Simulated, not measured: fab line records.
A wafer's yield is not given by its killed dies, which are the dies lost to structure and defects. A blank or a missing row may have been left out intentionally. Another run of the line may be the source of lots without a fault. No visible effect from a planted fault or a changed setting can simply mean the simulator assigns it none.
The same fault as seen by 2 desks | flow gf180mcu | each desk has only its own numbers; what lay behind them comes last

AT THE TOOL OWNER'S DESK: rtp-anneal-01
The tool's own readings at GF_HV_LDD_RTA_52 (time 10 s): means of the sampled wafers that have a number, for each lot that ran on this tool. Any lot whose mean is over 4 standard deviations away from the usual mean is out of limits and marked OUT; that distance is given in the brackets.
Columns: A = lamp-power-pct at GF_HV_LDD_RTA_52, usual 31.1 %; B = wafer_temp_C_max at GF_HV_LDD_RTA_52, usual 1005.7
lot  | first seen here | A              | B
L958 | day 14 21:38    | 31.8           | 1003.9
L959 | day 15 13:05    | 25.9 (-14) OUT | 925.5 (-50) OUT
L962 | day 16 07:15    | 26.0 (-14) OUT | 926.2 (-50) OUT
L972 | day 19 15:23    | 31.8           | 1004.3
L975 | day 20 17:35    | 31.8           | 1003.4
This desk finds L959, L962 out of limits, L959 being first, at day 15 13:05 (lamp-power-pct at GF_HV_LDD_RTA_52). L958, L972, L975: within limits.

AT THE METROLOGY DESK
What the gauges read, lot by lot, whatever tool the lot ran on: means of the sampled wafers that have a number. Any lot whose mean is over 4 standard deviations away from the usual mean is out of limits and marked OUT; that distance is given in the brackets.
Columns: A = HV_LDD_OVL at GF_HV_LDD_OVL_MEAS_08, usual 0.3 nm; B = HV_LDD_RS at GF_HV_LDD_RS_MEAS_53, usual 419.0 ohm/sq; C = NSD_TW at GF_NSD_TW_MEAS_12, usual 4281
lot  | first seen here | A    | B     | C
L954 | day 11 02:01    | 1.2  | 419.8 | 4285
L955 | day 11 15:41    | -0.6 | 419.8 | 4334
L958 | day 12 06:02    | 0.1  | 418.7 | 4333
L959 | day 12 19:41    | -0.5 | 416.0 | 4279
L962 | day 13 12:24    | 0.1  | 416.4 | 4257
L965 | day 14 10:38    | 1.5  | 420.0 | 4287
L968 | day 15 06:38    | 0.5  | 418.8 | 4307
L969 | day 15 16:38    | -1.8 | 419.5 | 4246
L971 | day 16 02:44    | 0.2  | 419.3 | 4248
L972 | day 16 12:32    | -0.1 | 420.5 | 4241
L973 | day 16 19:38    | 0.9  | 417.6 | 4282
L974 | day 17 03:47    | 2.5  | 419.5 | 4256
L975 | day 17 13:14    | 1.5  | 419.3 | 4267
This desk found nothing out of limits on any of the 13 lots.

ALL TOGETHER
An alarm could have come from the tool owner's desk at day 15 13:05, on L959, L962.
From the metrology desk's view, nothing was out of limits.
The metrology desk holds a record of L959, L962, inside its limits.
All the named lots went through GF_HV_LDD_RTA_52 on rtp-anneal-01.

WHAT THE SIMULATOR HAD INSERTED
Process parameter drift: rtp-anneal-01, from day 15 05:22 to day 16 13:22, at GF_HV_LDD_RTA_52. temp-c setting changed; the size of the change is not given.
Struck lots among those shown: L959, L962.
How many hours passed from the start of the fault until each desk's first out-of-limits reading: the tool owner's desk, 8.
